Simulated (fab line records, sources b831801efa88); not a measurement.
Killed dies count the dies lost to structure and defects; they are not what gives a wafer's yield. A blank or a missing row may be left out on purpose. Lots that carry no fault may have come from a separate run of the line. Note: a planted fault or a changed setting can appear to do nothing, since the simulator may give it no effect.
fab line records	flow sky130
[record] lots = 24	wafers = 72	last-day = 50
route steps=708 shown SD_P@327 SD_N@349 LI_CONTACT@376 METAL1@438 VIA1@478
lots that met no fault: taken from a fault-free run of the same line
start-h: the number of hours between the record's first day and the start of the first shown wafer of the lot	wait-h: hours elapsed since this lot's preceding step	" same as the row above	L1.1+2: one row covering several wafers at once	- no value, or no start given	* or withheld: withheld	< > ~ a bound
route shown NAME@n: names a module that has steps shown in the file, with the first one's number in the route	usual: mean and standard deviation over wafers with no fault	same: alike in all rows	chamber/n: place in a boat	sites: the reading at each site	_std_site: the standard deviation of these	_edge_site: mean of outer sites minus mean of inner sites	radius-mm: for every site, how far away it sits from the centre of the wafer	mask NAME#n: copy n	behind: the tool/chamber that last shaped the wafer	hold: what put the lot on hold/how long, in hours/how the hold closed	device: the n, p or np transistor that did not switch	end of line: at the end of the route, the tests of the same wafers	step lacking rows: just its recipe	killed: dies lost to structure and defects at the first sort, not the wafer's yield	map: per-die view of a wafer (x killed, . not killed, _ where there is no die)
set.NAME: the setting that was run; set.NAME@STEP: the one run at that earlier step	model.NAME: the simulator's own value behind a step, which no gauge read
steps of the route over a sample of lots; a table a step, a row a wafer
services: a tool's chamber out of use, with start hour (start-h, from the record's first day; less than 0 if before it), hours out, and reason
[[steps]]
[step SKY_SD_P_CD_MEAS_07]
[recipe] target-cd-nm = 380
[usual] cd-nm = 380.5/2.7
lot.wafer	tool	chamber	start-h	wait-h	cd-nm
L074.2	cd-sem-01	-	583.29	0.1	375.8
L074.3	"	-	"	"	378.9
L074.4	"	-	"	"	376.9
L075.1	cd-sem-02	-	593.22	0.1	384.7
L075.3	"	-	"	"	385.2
L075.5	"	-	"	"	384.3
L076.1	cd-sem-01	-	596.91	0.1	375.5
L076.2	"	-	"	"	378.8
L076.3	"	-	"	"	375.7
L077.2	cd-sem-02	-	612.48	0.1	382.5
L077.3	"	-	"	"	379.5
L077.4	"	-	"	"	380.2
L078.2	cd-sem-02	-	620.99	0.1	379.8
L078.3	"	-	"	"	377.1
L078.5	"	-	"	"	379.4
L079.1	cd-sem-01	-	624.61	0.1	382.4
L079.3	"	-	"	"	380.7
L079.6	"	-	"	"	382.3
L080.1	cd-sem-02	-	641.47	0.1	387.5
L080.3	"	-	"	"	383.3
L080.4	"	-	"	"	386.4
L081.1	cd-sem-01	-	648.67	0.3	379.0
L081.3	"	-	"	"	382.5
L081.4	"	-	"	"	381.9
L082.4	cd-sem-01	-	656.02	0.1	381.7
L082.5	"	-	"	"	383.8
L082.6	"	-	"	"	384.7
L083.1	cd-sem-01	-	663.12	0.1	378.7
L083.2	"	-	"	"	380.1
L083.4	"	-	"	"	380.3
L084.2	cd-sem-02	-	671.74	0.1	381.5
L084.5	"	-	"	"	383.3
L084.6	"	-	"	"	380.8
L085.1	cd-sem-01	-	680.04	0.1	380.2
L085.4	"	-	"	"	379.1
L085.5	"	-	"	"	379.5
L086.2	cd-sem-01	-	690.05	0.1	378.4
L086.3	"	-	"	"	378.4
L086.4	"	-	"	"	377.6
L087.4	cd-sem-01	-	704.02	0.1	383.0
L087.5	"	-	"	"	382.8
L087.6	"	-	"	"	382.6
L089.1	cd-sem-02	-	709.59	0.1	374.4
L089.3	"	-	"	"	375.3
L089.6	"	-	"	"	376.6
L088.3	cd-sem-02	-	711.86	0.1	383.1
L088.5	"	-	"	"	382.8
L088.6	"	-	"	"	383.0
L091.1	cd-sem-02	-	729.93	0.1	380.9
L091.2	"	-	"	"	381.2
L091.5	"	-	"	"	380.1
L092.1	cd-sem-01	-	730.46	0.1	380.2
L092.3	"	-	"	"	379.0
L092.6	"	-	"	"	378.4
L090.2	cd-sem-01	-	730.78	0.1	384.5
L090.3	"	-	"	"	381.3
L090.5	"	-	"	"	383.1
L093.3	cd-sem-01	-	739.41	0.1	382.8
L093.5	"	-	"	"	383.8
L093.6	"	-	"	"	383.4
L094.2	cd-sem-01	-	746.64	0.1	376.5
L094.3	"	-	"	"	377.5
L094.4	"	-	"	"	379.0
L095.1	cd-sem-02	-	756.73	0.1	382.0
L095.5	"	-	"	"	379.7
L095.6	"	-	"	"	378.2
L096.2	cd-sem-02	-	759.90	0.1	379.9
L096.4	"	-	"	"	380.5
L096.6	"	-	"	"	382.8
L097.1	cd-sem-01	-	768.02	0.1	378.8
L097.3	"	-	"	"	377.8
L097.6	"	-	"	"	374.5
[step SKY_SD_N_CD_MEAS_07]
[recipe] target-cd-nm = 380
[usual] cd-nm = 379.8/2.1
lot.wafer	tool	chamber	start-h	wait-h	cd-nm
L074.2	cd-sem-02	-	640.88	0.1	381.4
L074.3	"	-	"	"	384.8
L074.4	"	-	"	"	383.2
L075.1	cd-sem-01	-	650.71	0.1	383.5
L075.3	"	-	"	"	381.1
L075.5	"	-	"	"	381.4
L076.1	cd-sem-01	-	654.99	0.1	378.9
L076.2	"	-	"	"	380.0
L076.3	"	-	"	"	378.8
L077.2	cd-sem-02	-	668.74	0.1	381.9
L077.3	"	-	"	"	379.8
L077.4	"	-	"	"	380.0
L078.2	cd-sem-01	-	678.23	0.1	379.8
L078.3	"	-	"	"	379.6
L078.5	"	-	"	"	379.1
L079.1	cd-sem-01	-	680.56	0.1	379.8
L079.3	"	-	"	"	378.4
L079.6	"	-	"	"	379.2
L080.1	cd-sem-01	-	697.28	0.1	383.8
L080.3	"	-	"	"	381.2
L080.4	"	-	"	"	382.2
L081.1	cd-sem-01	-	705.51	0.1	375.9
L081.3	"	-	"	"	376.7
L081.4	"	-	"	"	376.6
L082.4	cd-sem-01	-	711.43	0.1	378.0
L082.5	"	-	"	"	377.5
L082.6	"	-	"	"	377.8
L083.1	cd-sem-02	-	719.56	0.1	380.9
L083.2	"	-	"	"	380.8
L083.4	"	-	"	"	379.6
L084.2	cd-sem-02	-	727.44	0.1	376.7
L084.5	"	-	"	"	378.0
L084.6	"	-	"	"	378.3
L085.1	cd-sem-02	-	736.58	0.1	380.3
L085.4	"	-	"	"	382.0
L085.5	"	-	"	"	379.3
L086.2	cd-sem-02	-	745.64	0.1	378.5
L086.3	"	-	"	"	377.6
L086.4	"	-	"	"	376.7
L087.4	cd-sem-02	-	759.27	0.1	383.2
L087.5	"	-	"	"	385.0
L087.6	"	-	"	"	383.5
L089.1	cd-sem-01	-	764.56	0.1	383.1
L089.3	"	-	"	"	381.7
L089.6	"	-	"	"	381.2
L088.3	cd-sem-02	-	766.32	0.1	378.9
L088.5	"	-	"	"	379.3
L088.6	"	-	"	"	378.3
L091.1	cd-sem-01	-	783.72	0.1	377.4
L091.2	"	-	"	"	381.5
L091.5	"	-	"	"	378.8
L092.1	cd-sem-02	-	785.91	0.1	380.1
L092.3	"	-	"	"	381.6
L092.6	"	-	"	"	379.3
L090.2	cd-sem-02	-	786.53	0.1	380.7
L090.3	"	-	"	"	381.3
L090.5	"	-	"	"	380.5
L093.3	cd-sem-02	-	792.90	0.1	381.2
L093.5	"	-	"	"	383.2
L093.6	"	-	"	"	382.5
L094.2	cd-sem-01	-	800.28	0.1	378.7
L094.3	"	-	"	"	379.7
L094.4	"	-	"	"	379.3
L095.1	cd-sem-02	-	810.28	0.1	380.4
L095.5	"	-	"	"	381.5
L095.6	"	-	"	"	378.5
L096.2	cd-sem-01	-	813.10	0.1	377.0
L096.4	"	-	"	"	378.1
L096.6	"	-	"	"	377.3
L097.1	cd-sem-01	-	821.41	0.1	378.4
L097.3	"	-	"	"	378.7
L097.6	"	-	"	"	379.4
[step SKY_LI_CONTACT_ETCH_14]
[recipe] chemistry = N2/H2	target = BARC	ion-energy-ev = 200	source-w = 500	bias-w = 98.53	pressure-mtorr = 30	n2-flow-sccm = 100	h2-flow-sccm = 200	stop-on = SiO2	time-s = 45.9	target-depth-a = 600
[usual] drypump-motor-current-A = 5.4/0.55	oes-product-au = 0.856/0.0052	throttle-valve-pct = 13.225/0.0083
lot.wafer	tool	chamber	start-h	wait-h	drypump-motor-current-A	oes-product-au	rf-hours-counter-h	throttle-valve-pct
L074.2	rie-diel-04	0	670.38	0.0	5.7	0.864	19	13.234
L074.3	"	3	"	"	5.7	0.856	18	13.212
L074.4	"	2	"	"	5.0	0.856	5	13.225
L075.1	rie-diel-04	2	680.08	0.0	5.0	0.864	5	13.221
L075.3	"	0	"	"	5.7	0.859	19	13.236
L075.5	"	2	"	"	5.0	0.856	-	13.222
L076.1	rie-diel-04	2	684.33	0.0	5.0	0.854	5	13.232
L076.2	"	3	"	"	5.6	0.861	18	13.220
L076.3	"	0	"	"	5.7	0.855	19	13.218
L077.2	rie-diel-04	1	698.78	0.0	5.1	0.852	13	13.224
L077.3	"	0	"	"	5.7	0.851	19	13.225
L077.4	"	2	"	"	5.0	0.849	6	13.223
L078.2	rie-diel-03	3	708.03	0.0	5.2	0.862	4	13.225
L078.3	"	1	"	"	4.9	0.857	3	13.231
L078.5	"	1	"	"	4.8	0.853	-	13.217
L079.1	rie-diel-03	2	710.03	0.0	5.0	0.858	23	13.226
L079.3	"	1	"	"	4.8	0.857	4	13.213
L079.6	"	2	"	"	5.0	0.853	-	13.235
L080.1	rie-diel-03	0	726.53	0.0	5.1	0.859	20	13.225
L080.3	"	2	"	"	5.0	0.852	23	13.218
L080.4	"	3	"	"	5.2	0.860	4	13.222
L081.1	rie-diel-04	1	734.48	0.0	5.1	0.847	14	13.209
L081.3	"	3	"	"	5.7	0.854	20	13.227
L081.4	"	0	"	"	5.8	0.856	20	13.226
L082.4	rie-diel-01	0	740.13	0.0	5.4	0.841	14	13.226
L082.5	"	3	"	"	6.8	0.864	-	13.218
L082.6	"	2	"	"	5.1	0.848	-	13.219
L083.1	rie-diel-01	1	748.18	0.0	6.2	0.852	16	13.231
L083.2	"	3	"	"	6.8	0.860	8	13.237
L083.4	"	0	"	"	5.4	0.856	14	13.229
L084.2	rie-diel-01	1	756.58	0.0	6.2	0.862	17	13.226
L084.5	"	1	"	"	6.2	0.856	-	13.239
L084.6	"	0	"	"	5.4	0.857	-	13.225
L085.1	rie-diel-01	2	765.18	0.0	5.1	0.860	39	13.230
L085.4	"	3	"	"	6.8	0.858	8	13.217
L085.5	"	2	"	"	5.1	0.854	-	13.219
L086.2	rie-diel-04	1	776.38	0.0	5.1	0.855	15	13.242
L086.3	"	2	"	"	5.0	0.857	8	13.226
L086.4	"	0	"	"	5.7	0.845	21	13.221
L087.4	rie-diel-03	1	788.08	0.0	4.8	0.858	6	13.223
L087.5	"	1	"	"	4.9	0.857	-	13.229
L087.6	"	2	"	"	5.0	0.856	-	13.230
L089.1	rie-diel-04	0	792.93	0.0	5.7	0.845	22	13.233
L089.3	"	2	"	"	5.0	0.855	9	13.238
L089.6	"	0	"	"	5.7	0.860	-	13.215
L088.3	rie-diel-04	3	794.18	0.0	5.6	0.852	21	13.219
L088.5	"	3	"	"	5.6	0.859	-	13.227
L088.6	"	0	"	"	5.7	0.865	-	13.226
L091.1	rie-diel-04	3	811.83	0.0	5.7	0.863	22	13.234
L091.2	"	1	"	"	5.1	0.858	17	13.225
L091.5	"	0	"	"	5.7	0.859	-	13.229
L092.1	rie-diel-04	0	814.18	0.0	5.7	0.852	22	13.221
L092.3	"	2	"	"	5.0	0.858	9	13.223
L092.6	"	1	"	"	5.1	0.859	-	13.226
L090.2	rie-diel-01	3	814.53	0.0	6.8	0.852	9	13.233
L090.3	"	0	"	"	5.4	0.855	16	13.220
L090.5	"	2	"	"	5.1	0.850	-	13.230
L093.3	rie-diel-01	3	821.45	0.0	6.8	0.855	10	13.223
L093.5	"	2	"	"	5.1	0.862	-	13.220
L093.6	"	3	"	"	6.8	0.853	-	13.214
L094.2	rie-diel-04	2	828.13	0.0	5.0	0.857	10	13.223
L094.3	"	0	"	"	5.7	0.848	23	13.222
L094.4	"	1	"	"	5.1	0.859	17	13.215
L095.1	rie-diel-03	3	838.68	0.0	5.2	0.853	8	13.217
L095.5	"	1	"	"	4.9	0.859	-	13.224
L095.6	"	2	"	"	5.0	0.862	-	13.205
L096.2	rie-diel-01	2	841.28	0.0	5.1	0.868	1	13.227
L096.4	"	3	"	"	6.8	0.860	10	13.205
L096.6	"	1	"	"	6.2	0.859	-	13.228
L097.1	rie-diel-03	3	849.53	0.0	5.2	0.856	8	13.219
L097.3	"	2	"	"	5.0	0.863	28	13.231
L097.6	"	3	"	"	5.2	0.859	-	13.235
[step SKY_LI_CONTACT_STRIP_16]
[recipe] chemistry = O2/N2	power-w = 1400	pressure-mtorr = 1500	platen-temp-c = withheld	o2-flow-sccm = 3000	n2-flow-sccm = 300	overash-fraction = 0.5
[usual] drypump-motor-current-A = 6.16/0.29	oes-product-au = 0.375/0.0046	strip-time-to-endpoint-s = 3.50/0.032
lot.wafer	tool	chamber	start-h	wait-h	drypump-motor-current-A	oes-product-au	rf-hours-counter-h	strip-time-to-endpoint-s
L074.2	plasma-asher-02	0	670.51	-	6.71	0.368	96	3.47
L074.3	"	1	"	"	6.05	0.374	-	3.51
L074.4	"	0	"	"	6.71	0.378	-	3.50
L075.1	plasma-asher-02	1	680.20	-	6.09	0.374	97	3.48
L075.3	"	0	"	"	6.71	0.377	-	3.46
L075.5	"	1	"	"	6.07	0.370	-	3.48
L076.1	plasma-asher-01	1	684.46	-	6.38	0.370	57	3.51
L076.2	"	0	"	"	6.06	0.380	57	3.54
L076.3	"	1	"	"	6.37	0.372	-	3.49
L077.2	plasma-asher-01	0	698.90	-	6.02	0.376	58	3.46
L077.3	"	1	"	"	6.36	0.376	-	3.44
L077.4	"	0	"	"	6.03	0.376	-	3.47
L078.2	plasma-asher-04	1	708.16	-	5.88	0.374	29	3.51
L078.3	"	0	"	"	5.76	0.375	-	3.52
L078.5	"	1	"	"	5.89	0.372	-	3.52
L079.1	plasma-asher-01	0	710.15	-	6.05	0.376	59	3.56
L079.3	"	0	"	"	6.05	0.372	-	3.51
L079.6	"	1	"	"	6.39	0.376	-	3.54
L080.1	plasma-asher-01	1	726.66	-	6.39	0.368	61	3.45
L080.3	"	1	"	"	6.41	0.377	-	3.54
L080.4	"	0	"	"	6.06	0.374	-	3.52
L081.1	plasma-asher-04	0	734.61	-	5.72	0.376	31	3.51
L081.3	"	0	"	"	5.71	0.376	-	3.53
L081.4	"	1	"	"	5.89	0.374	-	3.47
L082.4	plasma-asher-01	1	740.29	-	6.36	0.379	-	3.44
L082.5	"	0	"	"	6.02	0.377	-	3.47
L082.6	"	1	"	"	6.36	0.381	-	3.52
L083.1	plasma-asher-02	1	748.31	-	6.09	0.379	0	3.47
L083.2	"	0	"	"	6.72	0.373	0	3.43
L083.4	"	1	"	"	6.08	0.368	-	3.43
L084.2	plasma-asher-04	1	756.71	-	5.90	0.378	33	3.50
L084.5	"	0	"	"	5.77	0.373	-	3.49
L084.6	"	1	"	"	5.92	0.372	-	3.47
L085.1	plasma-asher-01	1	765.30	-	6.36	0.375	65	3.52
L085.4	"	0	"	"	6.04	0.386	-	3.51
L085.5	"	0	"	"	6.03	0.384	-	3.51
L086.2	plasma-asher-02	0	776.51	-	6.69	0.383	3	3.49
L086.3	"	0	"	"	6.68	0.376	-	3.46
L086.4	"	1	"	"	6.07	0.371	-	3.46
L087.4	plasma-asher-01	1	788.24	-	6.36	0.369	-	3.53
L087.5	"	1	"	"	6.36	0.372	-	3.53
L087.6	"	0	"	"	6.07	0.374	-	3.52
L089.1	plasma-asher-02	1	793.05	-	6.07	0.374	5	3.50
L089.3	"	0	"	"	6.70	0.374	-	3.49
L089.6	"	1	"	"	6.10	0.373	-	3.45
L088.3	plasma-asher-02	1	794.34	-	6.08	0.372	-	3.49
L088.5	"	1	"	"	6.08	0.370	-	3.48
L088.6	"	0	"	"	6.69	0.376	-	3.48
L091.1	plasma-asher-01	1	811.95	-	6.36	0.374	69	3.48
L091.2	"	0	"	"	6.02	0.380	69	3.53
L091.5	"	1	"	"	6.38	0.375	-	3.44
L092.1	plasma-asher-04	0	814.31	-	5.78	0.377	39	3.51
L092.3	"	1	"	"	5.90	0.364	-	3.50
L092.6	"	1	"	"	5.88	0.375	-	3.53
L090.2	plasma-asher-01	1	814.66	-	6.38	0.361	70	3.38
L090.3	"	0	"	"	6.03	0.380	-	3.43
L090.5	"	0	"	"	6.03	0.367	-	3.46
L093.3	plasma-asher-04	1	821.61	-	5.90	0.377	-	3.45
L093.5	"	0	"	"	5.74	0.374	-	3.53
L093.6	"	1	"	"	5.88	0.373	-	3.46
L094.2	plasma-asher-02	1	828.26	-	6.05	0.381	8	3.51
L094.3	"	1	"	"	6.06	0.371	-	3.49
L094.4	"	0	"	"	6.69	0.376	-	3.48
L095.1	plasma-asher-01	0	838.80	-	6.04	0.371	72	3.55
L095.5	"	0	"	"	6.04	0.369	-	3.53
L095.6	"	1	"	"	6.39	0.381	-	3.56
L096.2	plasma-asher-01	1	841.41	-	6.38	0.374	72	3.51
L096.4	"	0	"	"	6.03	0.369	-	3.46
L096.6	"	0	"	"	6.05	0.373	-	3.49
L097.1	plasma-asher-04	0	849.66	-	5.74	0.373	43	3.51
L097.3	"	1	"	"	5.92	0.385	-	3.55
L097.6	"	1	"	"	5.87	0.371	-	3.52
[step SKY_METAL1_SPUTTER_04]
[recipe] material = TiN	target-thk-nm = 70	power-w = 6500	time-s = 58.3	chamber-pressure-pa = 0.4
[usual] throttle-valve-pct = 30.5/0.98
lot.wafer	tool	chamber	start-h	wait-h	throttle-valve-pct
L074.2	pvd-sputter-02	-	729.99	0.0	31.7
L074.3	"	-	"	"	31.8
L074.4	"	-	"	"	30.8
L075.1	pvd-sputter-01	-	739.90	0.0	31.1
L075.3	"	-	"	"	30.2
L075.5	"	-	"	"	30.8
L076.1	pvd-sputter-01	-	743.89	0.0	29.1
L076.2	"	-	"	"	30.8
L076.3	"	-	"	"	30.4
L077.2	pvd-sputter-04	-	757.49	0.0	29.6
L077.3	"	-	"	"	30.5
L077.4	"	-	"	"	29.7
L078.2	pvd-sputter-04	-	766.84	0.0	30.9
L078.3	"	-	"	"	29.7
L078.5	"	-	"	"	30.7
L079.1	pvd-sputter-02	-	768.14	0.0	31.2
L079.3	"	-	"	"	32.0
L079.6	"	-	"	"	31.9
L080.1	pvd-sputter-01	-	784.51	0.0	30.7
L080.3	"	-	"	"	29.1
L080.4	"	-	"	"	30.2
L081.1	pvd-sputter-04	-	792.01	0.0	30.4
L081.3	"	-	"	"	30.8
L081.4	"	-	"	"	29.8
L082.4	pvd-sputter-02	-	798.07	0.0	31.0
L082.5	"	-	"	"	29.1
L082.6	"	-	"	"	31.9
L083.1	pvd-sputter-02	-	807.03	0.0	29.0
L083.2	"	-	"	"	32.0
L083.4	"	-	"	"	31.6
L084.2	pvd-sputter-01	-	814.15	0.0	29.0
L084.5	"	-	"	"	31.0
L084.6	"	-	"	"	30.2
L085.1	pvd-sputter-04	-	822.84	0.0	29.7
L085.4	"	-	"	"	30.4
L085.5	"	-	"	"	30.0
L086.2	pvd-sputter-01	-	833.48	0.0	31.0
L086.3	"	-	"	"	29.0
L086.4	"	-	"	"	31.0
L087.4	pvd-sputter-02	-	844.94	0.0	29.2
L087.5	"	-	"	"	29.1
L087.6	"	-	"	"	31.0
L089.1	pvd-sputter-02	-	849.29	0.0	32.0
L089.3	"	-	"	"	31.9
L089.6	"	-	"	"	29.2
L088.3	pvd-sputter-02	-	851.55	0.0	30.9
L088.5	"	-	"	"	31.7
L088.6	"	-	"	"	29.1
L091.1	pvd-sputter-02	-	869.32	0.0	31.7
L091.2	"	-	"	"	29.2
L091.5	"	-	"	"	31.9
L092.1	pvd-sputter-04	-	871.53	0.0	30.5
L092.3	"	-	"	"	30.9
L092.6	"	-	"	"	29.9
L090.2	pvd-sputter-04	-	872.98	0.0	30.3
L090.3	"	-	"	"	30.9
L090.5	"	-	"	"	29.7
L093.3	pvd-sputter-02	-	878.47	0.0	30.9
L093.5	"	-	"	"	31.4
L093.6	"	-	"	"	32.0
L094.2	pvd-sputter-02	-	885.99	0.0	30.7
L094.3	"	-	"	"	31.8
L094.4	"	-	"	"	28.6
L095.1	pvd-sputter-02	-	895.89	0.0	31.7
L095.5	"	-	"	"	30.9
L095.6	"	-	"	"	32.2
L096.2	pvd-sputter-01	-	898.45	0.0	30.4
L096.4	"	-	"	"	29.3
L096.6	"	-	"	"	30.8
L097.1	pvd-sputter-04	-	906.56	0.0	29.9
L097.3	"	-	"	"	30.7
L097.6	"	-	"	"	30.6
[step SKY_VIA1_SPUTTER_20]
[recipe] material = TiN	target-thk-nm = 20	chamber-pressure-pa = 5	power-w = 4000	time-s = 80
[usual] throttle-valve-pct = 30.1/0.7
lot.wafer	tool	chamber	start-h	wait-h	throttle-valve-pct
L074.2	pvd-sputter-04	-	786.58	0.0	30.8
L074.3	"	-	"	"	30.0
L074.4	"	-	"	"	29.5
L075.1	pvd-sputter-04	-	795.72	0.0	29.8
L075.3	"	-	"	"	30.8
L075.5	"	-	"	"	30.0
L076.1	pvd-sputter-01	-	800.07	0.0	31.2
L076.2	"	-	"	"	30.3
L076.3	"	-	"	"	30.8
L077.2	pvd-sputter-04	-	813.61	0.0	31.0
L077.3	"	-	"	"	29.9
L077.4	"	-	"	"	30.1
L078.2	pvd-sputter-01	-	822.38	0.0	30.3
L078.3	"	-	"	"	31.0
L078.5	"	-	"	"	29.0
L079.1	pvd-sputter-01	-	823.09	0.0	30.2
L079.3	"	-	"	"	31.1
L079.6	"	-	"	"	30.6
L080.1	pvd-sputter-01	-	840.52	0.0	30.4
L080.3	"	-	"	"	29.3
L080.4	"	-	"	"	30.6
L081.1	pvd-sputter-03	-	847.71	0.0	30.5
L081.3	"	-	"	"	29.1
L081.4	"	-	"	"	29.4
L082.4	pvd-sputter-04	-	852.66	0.0	29.2
L082.5	"	-	"	"	29.6
L082.6	"	-	"	"	30.3
L083.1	pvd-sputter-03	-	862.20	0.0	29.2
L083.2	"	-	"	"	31.1
L083.4	"	-	"	"	29.1
L084.2	pvd-sputter-01	-	869.20	0.0	28.9
L084.5	"	-	"	"	30.4
L084.6	"	-	"	"	28.8
L085.1	pvd-sputter-01	-	877.75	0.0	29.2
L085.4	"	-	"	"	30.9
L085.5	"	-	"	"	31.0
L086.2	pvd-sputter-04	-	887.77	0.0	30.8
L086.3	"	-	"	"	30.5
L086.4	"	-	"	"	29.6
L087.4	pvd-sputter-01	-	899.94	0.0	28.9
L087.5	"	-	"	"	30.5
L087.6	"	-	"	"	30.6
L089.1	pvd-sputter-01	-	903.86	0.0	29.2
L089.3	"	-	"	"	30.3
L089.6	"	-	"	"	29.1
L088.3	pvd-sputter-01	-	906.46	0.0	30.7
L088.5	"	-	"	"	30.8
L088.6	"	-	"	"	30.3
L091.1	pvd-sputter-04	-	923.21	0.0	29.8
L091.2	"	-	"	"	29.8
L091.5	"	-	"	"	30.5
L092.1	pvd-sputter-03	-	926.07	0.0	30.7
L092.3	"	-	"	"	30.0
L092.6	"	-	"	"	30.8
L090.2	pvd-sputter-04	-	926.72	0.0	29.6
L090.3	"	-	"	"	30.4
L090.5	"	-	"	"	29.7
L093.3	pvd-sputter-03	-	932.31	0.0	29.3
L093.5	"	-	"	"	29.6
L093.6	"	-	"	"	29.6
L094.2	pvd-sputter-01	-	939.06	0.0	28.9
L094.3	"	-	"	"	31.1
L094.4	"	-	"	"	30.3
L095.1	pvd-sputter-01	-	948.16	0.0	29.1
L095.5	"	-	"	"	30.6
L095.6	"	-	"	"	28.9
L096.2	pvd-sputter-01	-	951.36	0.0	30.8
L096.4	"	-	"	"	28.8
L096.6	"	-	"	"	30.9
L097.1	pvd-sputter-01	-	957.91	0.0	30.6
L097.3	"	-	"	"	30.6
L097.6	"	-	"	"	30.9
[[services]]
tool	chamber	start-h	hours	kind
rie-diel-03	2	665.79	6.3	repair
rie-diel-03	-	667.32	5.4	repair
rie-diel-03	0	668.86	8.2	repair
pvd-sputter-02	-	669.27	5.8	repair
pvd-sputter-04	-	698.50	5.5	repair
rie-diel-01	0	713.08	6.0	repair
rie-diel-01	0	731.31	1.6	repair
plasma-asher-02	-	733.75	9.0	pm
rie-diel-04	0	747.86	8.1	repair
pvd-sputter-04	-	751.46	0.8	repair
rie-diel-03	2	773.54	5.8	repair
rie-diel-04	3	784.62	8.8	repair
plasma-asher-02	-	796.75	3.8	repair
rie-diel-03	0	807.51	8.4	repair
pvd-sputter-01	-	809.58	3.2	repair
pvd-sputter-02	-	836.35	0.5	repair
rie-diel-04	0	847.73	5.8	repair
pvd-sputter-01	-	863.00	1.5	repair
pvd-sputter-04	-	865.26	4.3	repair
rie-diel-03	-	908.77	0.2	repair
rie-diel-01	-	940.60	1.5	repair
rie-diel-01	0	947.21	17.0	repair
pvd-sputter-04	-	949.51	3.6	repair
rie-diel-04	3	953.13	6.2	repair
[[key]]
fault none
